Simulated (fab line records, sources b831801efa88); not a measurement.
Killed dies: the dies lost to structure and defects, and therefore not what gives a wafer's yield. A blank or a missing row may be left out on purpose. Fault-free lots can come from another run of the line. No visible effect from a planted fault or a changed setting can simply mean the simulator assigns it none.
Which tool did it?	flow sky130	13 lots with 39 wafers sampled at 3 steps, on a route of 708 steps

## WHAT THE GAUGES READ, wafer by wafer
SKY_METAL2_CD_MEAS_15 targets a cd of 140 nm.
lot	measured	on	cd-nm (nm)
L668	day 35 07:26	cd-sem-02	139.9 141.0 142.5
L667	day 35 10:09	cd-sem-02	137.9 138.8 138.8
L669	day 35 21:13	cd-sem-02	138.4 140.1 139.0
L671	day 37 08:37	cd-sem-01	140.7 141.4 140.9
L672	day 37 10:29	cd-sem-01	141.5 141.0 140.3
L677	day 38 10:10	cd-sem-01	141.1 141.2 140.2
L681	day 39 16:17	cd-sem-01	138.7 140.3 139.3
L682	day 39 20:28	cd-sem-01	141.0 140.7 141.5
L687	day 41 08:40	cd-sem-01	137.6 138.4 139.4
L686	day 41 10:13	cd-sem-01	139.9 139.8 139.4
L688	day 41 12:49	cd-sem-02	138.1 140.8 140.2
L689	day 41 18:10	cd-sem-02	141.0 140.5 140.8
L690	day 42 01:00	cd-sem-02	141.1 140.3 140.4

## EACH LOT AND THE TOOL THAT RAN IT (in order: tool; ch and the chambers of the sampled wafers; start)
lot	SKY_LOCAL_INTERCONNECT_SPUTTER_00	SKY_CONTACT_CMP_27
L668	pvd-sputter-02, day 29 09:49	cmp-01 ch 0,2, day 31 20:19
L667	pvd-sputter-01, day 29 10:46	cmp-01 ch 0,2,3, day 31 21:49
L669	pvd-sputter-01, day 29 23:48	cmp-01 ch 0,1,3, day 32 10:37
L671	pvd-sputter-04, day 31 12:46	cmp-02 ch 1,3, day 33 21:58
L672	pvd-sputter-02, day 31 13:06	cmp-01 ch 1,2,3, day 33 23:49
L677	pvd-sputter-01, day 32 17:41	cmp-01 ch 0,2, day 35 00:54
L681	pvd-sputter-04, day 33 23:29	cmp-02 ch 0,1, day 36 07:29
L682	pvd-sputter-04, day 34 05:49	cmp-02 ch 0,3, day 36 13:09
L687	pvd-sputter-01, day 35 20:55	cmp-02 ch 0,1, day 38 03:01
L686	pvd-sputter-02, day 35 22:25	cmp-01 ch 0,1,2, day 38 04:23
L688	pvd-sputter-02, day 36 00:28	cmp-01 ch 0,1,3, day 38 07:37
L689	pvd-sputter-02, day 36 06:23	cmp-01 ch 0,1,3, day 38 12:38
L690	pvd-sputter-02, day 36 13:50	cmp-01 ch 0,1,3, day 38 20:03
- SKY_LOCAL_INTERCONNECT_SPUTTER_00: material TiN, target thk 100 nm, time 83.3 s.
- SKY_CONTACT_CMP_27: polishes, stops on SiO2, t overpolish 15 s, target thk 0 nm.

## AS READ BY THE TOOLS THEMSELVES (means over the sampled wafers that have a number; for cases with no such wafer, the mark the record gives instead)
SKY_LOCAL_INTERCONNECT_SPUTTER_00.
lot	tool	throttle-valve-pct (%)
L668	pvd-sputter-02	30.7
L667	pvd-sputter-01	30.2
L669	pvd-sputter-01	29.3
L671	pvd-sputter-04	29.5
L672	pvd-sputter-02	30.0
L677	pvd-sputter-01	28.8
L681	pvd-sputter-04	29.4
L682	pvd-sputter-04	29.9
L687	pvd-sputter-01	29.3
L686	pvd-sputter-02	31.5
L688	pvd-sputter-02	31.7
L689	pvd-sputter-02	30.8
L690	pvd-sputter-02	30.4

SKY_CONTACT_CMP_27.
lot	tool	motor-current-A (A)	overpolish-run-s (s)	time-to-endpoint-s (s)
L668	cmp-01	10.9	14.995	79.4
L667	cmp-01	11.0	14.988	81.8
L669	cmp-01	11.0	14.999	84.0
L671	cmp-02	12.0	15.002	82.0
L672	cmp-01	10.3	13.934	83.3
L677	cmp-01	10.6	12.859	79.7
L681	cmp-02	11.0	14.999	82.3
L682	cmp-02	10.9	15.001	84.4
L687	cmp-02	11.3	15.009	80.9
L686	cmp-01	10.5	14.994	81.7
L688	cmp-01	10.7	15.002	79.7
L689	cmp-01	11.0	14.998	82.0
L690	cmp-01	10.9	15.002	80.4

## THE ANSWER, worked out from the rows above alone
Rule: what is usual is taken from the lots themselves. The widest of any qualifying gaps counts: lots, ordered by their means at a reading, are off when they make up no more than a third of the lots, leave a main group of 4 or more, and stand apart from it by 3 or more times the standard deviation of that group's means. A main group whose means are all the same, to the digits that the tables above print for the reading, isn't used. A lot without any number at a reading at which 4 lots or more have one is off too. Any other lot the step has rows for is counted as sound. Order of review: gauges by route order, followed by the tools' own readings, for which a lot's mean as printed above is used. The first step at which some lot is off is used, and at that step the reading that is off furthest; a lot without a number counts as furthest.
Off at SKY_CONTACT_CMP_27 (overpolish-run-s): L672, L677. The main group: mean 14.999 s, standard deviation 0.0052.
A tool fits if, at that step or a process step before it, it ran every lot that is off, and no sound lot after the first of them. Of those tried, none fits.

## WHAT WAS PUT IN BY THE SIMULATOR
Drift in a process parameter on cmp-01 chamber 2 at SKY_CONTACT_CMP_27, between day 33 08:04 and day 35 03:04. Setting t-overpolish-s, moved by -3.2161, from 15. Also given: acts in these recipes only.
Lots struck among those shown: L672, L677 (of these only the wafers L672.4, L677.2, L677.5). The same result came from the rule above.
